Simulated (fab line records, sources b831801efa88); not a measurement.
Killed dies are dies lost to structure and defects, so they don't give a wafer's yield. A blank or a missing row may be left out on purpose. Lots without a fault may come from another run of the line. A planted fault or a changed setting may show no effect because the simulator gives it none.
Which tool did it? | flow gf180mcu | 13 lots, 39 wafers sampled, at 6 steps of a route of 602

WHAT THE GAUGES READ, wafer by wafer
GF_HV_LDD_TW_MEAS_38.
lot  | measured     | on            | HV_LDD_3_TW
L678 | day 11 20:42 | film_metro-02 | 1447 1448 1450
L679 | day 12 07:17 | film_metro-01 | 1424 1418 1416
L681 | day 12 21:53 | film_metro-01 | 1415 1419 1424
L682 | day 13 08:26 | film_metro-01 | 1414 1424 1426
L683 | day 13 14:44 | film_metro-02 | 1429 1434 1432
L684 | day 14 02:17 | film_metro-03 | 1451 1437 1445
L685 | day 14 09:29 | film_metro-03 | 1546 1549 1550
L695 | day 17 11:41 | film_metro-03 | 1553 1548 1552
L696 | day 17 17:00 | film_metro-02 | 1436 1436 1442
L697 | day 18 04:58 | film_metro-03 | 1435 1442 1442
L698 | day 18 10:46 | film_metro-03 | 1440 1441 1447
L699 | day 18 21:56 | film_metro-03 | 1437 1434 1436
L700 | day 19 02:04 | film_metro-03 | 1441 1439 1444

GF_HV_LDD_RS_MEAS_53: measures by four-point-probe.
lot  | measured     | on            | HV_LDD_RS (ohm/sq)
L678 | day 12 16:05 | film_metro-01 | 417.4 417.9 417.8
L679 | day 13 03:25 | film_metro-02 | 417.9 417.1 418.0
L681 | day 13 18:02 | film_metro-01 | 417.5 417.9 418.4
L682 | day 14 05:13 | film_metro-01 | 418.7 419.4 417.7
L683 | day 14 11:57 | film_metro-02 | 417.2 418.0 416.9
L684 | day 15 00:04 | film_metro-01 | 417.7 418.3 417.1
L685 | day 15 07:05 | film_metro-01 | 398.4 399.5 398.6
L695 | day 18 11:25 | film_metro-02 | 400.3 400.0 399.9
L696 | day 18 16:28 | film_metro-03 | 417.3 416.8 417.5
L697 | day 19 05:12 | film_metro-03 | 416.9 417.0 416.8
L698 | day 19 11:31 | film_metro-02 | 417.7 417.3 418.3
L699 | day 19 22:34 | film_metro-02 | 416.0 416.3 416.4
L700 | day 20 02:53 | film_metro-02 | 418.1 417.6 417.0

GF_V1_RS_MEAS_24: measures by four-point-probe.
lot  | measured     | on            | V1_W_RS (ohm/sq)
L678 | day 18 11:15 | film_metro-04 | 0.321 0.324 0.331
L679 | day 19 00:59 | film_metro-03 | 0.326 0.324 0.333
L681 | day 19 18:28 | film_metro-02 | 0.334 0.335 0.331
L682 | day 20 06:48 | film_metro-04 | 0.327 0.323 0.333
L683 | day 20 14:21 | film_metro-04 | 0.335 0.330 0.331
L684 | day 21 08:00 | film_metro-03 | 0.322 0.331 0.325
L685 | day 21 12:25 | film_metro-03 | 0.325 0.322 0.328
L695 | day 24 18:56 | film_metro-04 | 0.321 0.321 0.321
L696 | day 24 23:11 | film_metro-04 | 0.318 0.321 0.316
L697 | day 25 10:27 | film_metro-04 | 0.327 0.332 0.329
L698 | day 25 16:40 | film_metro-03 | 0.324 0.320 0.323
L699 | day 26 00:31 | film_metro-03 | 0.325 0.329 0.327
L700 | day 26 05:46 | film_metro-04 | 0.331 0.332 0.331

GF_M2_OVL_MEAS_15.
lot  | measured     | on         | M2_OVL (nm)
L678 | day 19 12:19 | overlay-01 | -10 -5 0
L679 | day 20 02:04 | overlay-01 | 1 -3 0
L681 | day 20 19:43 | overlay-02 | -3 0 -4
L682 | day 21 07:25 | overlay-01 | -10 -5 -14
L683 | day 21 14:55 | overlay-02 | 1 -1 6
L684 | day 22 08:11 | overlay-01 | -8 -3 -5
L685 | day 22 13:24 | overlay-01 | -15 -14 -1
L695 | day 25 17:07 | overlay-01 | -11 -6 -5
L696 | day 25 21:02 | overlay-02 | 0 12 7
L697 | day 26 08:50 | overlay-01 | -1 -1 -4
L698 | day 26 14:58 | overlay-01 | -1 5 3
L699 | day 26 21:35 | overlay-02 | 1 -4 -2
L700 | day 27 02:40 | overlay-01 | -3 -6 -6

WHICH TOOL RAN EACH LOT (tool, then ch and the chambers of the sampled wafers, then the start)
lot  | GF_HV_LDD_IMPLANT_34            | GF_V1_ETCH_17
L678 | implanter-04 ch 0, day 11 20:09 | rie_diel-02 ch 1,2,3, day 18 11:15 or earlier
L679 | implanter-01 ch 0, day 12 06:45 | rie_diel-04 ch 0,2,3, day 19 00:59 or earlier
L681 | implanter-01 ch 0, day 12 21:22 | rie_diel-03 ch 0,2,3, day 19 18:28 or earlier
L682 | implanter-01 ch 0, day 13 07:55 | rie_diel-03 ch 0,2,3, day 20 06:48 or earlier
L683 | implanter-02 ch 0, day 13 14:12 | rie_diel-02 ch 0,2, day 20 14:21 or earlier
L684 | implanter-01 ch 0, day 14 01:45 | rie_diel-03 ch 0,1,2, day 21 08:00 or earlier
L685 | implanter-04 ch 0, day 14 08:36 | rie_diel-04 ch 0,1, day 21 12:25 or earlier
L695 | implanter-01 ch 0, day 17 10:45 | rie_diel-02 ch 0,1, day 24 18:56 or earlier
L696 | implanter-04 ch 0, day 17 16:28 | rie_diel-03 ch 2,3, day 24 23:11 or earlier
L697 | implanter-01 ch 0, day 18 04:25 | rie_diel-03 ch 1,2,3, day 25 10:27 or earlier
L698 | implanter-01 ch 0, day 18 10:14 | rie_diel-02 ch 2,3, day 25 16:40 or earlier
L699 | implanter-04 ch 0, day 18 21:23 | rie_diel-02 ch 0,1,3, day 26 00:31 or earlier
L700 | implanter-02 ch 0, day 19 01:28 | rie_diel-03 ch 0,2,3, day 26 05:46 or earlier
- GF_HV_LDD_IMPLANT_34
- GF_V1_ETCH_17: etches SiO2 in C4F8/O2/Ar, stops on TiN, target depth 630 nm.

WHAT THE TOOLS THEMSELVES READ (means of the sampled wafers that have a number; where no wafer has one, the mark that the record gives instead)
GF_V1_ETCH_17.
lot  | tool        | oes_product_au (a.u.)
L678 | rie_diel-02 | 0.854
L679 | rie_diel-04 | 0.854
L681 | rie_diel-03 | 0.856
L682 | rie_diel-03 | 0.856
L683 | rie_diel-02 | 0.851
L684 | rie_diel-03 | 0.858
L685 | rie_diel-04 | 0.853
L695 | rie_diel-02 | 0.854
L696 | rie_diel-03 | 0.857
L697 | rie_diel-03 | 0.855
L698 | rie_diel-02 | 0.858
L699 | rie_diel-02 | 0.851
L700 | rie_diel-03 | 0.852

THE ANSWER, worked out from the rows above alone
Rule: what is usual is taken from the lots themselves. Put in order of their means at a reading, lots are off if they are a third of the lots or fewer, leave a main group of 4 or more, and stand apart from it by a gap of 3 or more times the standard deviation of the main group's means; of several such gaps the widest counts. A main group whose means are all the same, to the digits that the tables above print for the reading, isn't used. A lot without any number at a reading at which 4 lots or more have one is off too. The other lots that the step has rows for count as sound. The gauges are gone through in route order, then the tools' own readings, and for those a lot's mean is taken as printed above. The first step at which some lot is off is used, and at that step the reading that is off furthest; a lot without a number counts as furthest.
Off: L685, L695, at GF_HV_LDD_TW_MEAS_38 (HV_LDD_3_TW). The main group: mean 1435, standard deviation 9.9.
A tool fits if, at a process step before that reading, it ran every lot that is off, and no sound lot after the first of them. The gauges at GF_HV_LDD_TW_MEAS_38 aren't tried: what is off there is off at GF_HV_LDD_RS_MEAS_53 too, on other tools, and a gauge's error can't cause that. None of those tried fits.

WHAT THE SIMULATOR HAD PUT IN
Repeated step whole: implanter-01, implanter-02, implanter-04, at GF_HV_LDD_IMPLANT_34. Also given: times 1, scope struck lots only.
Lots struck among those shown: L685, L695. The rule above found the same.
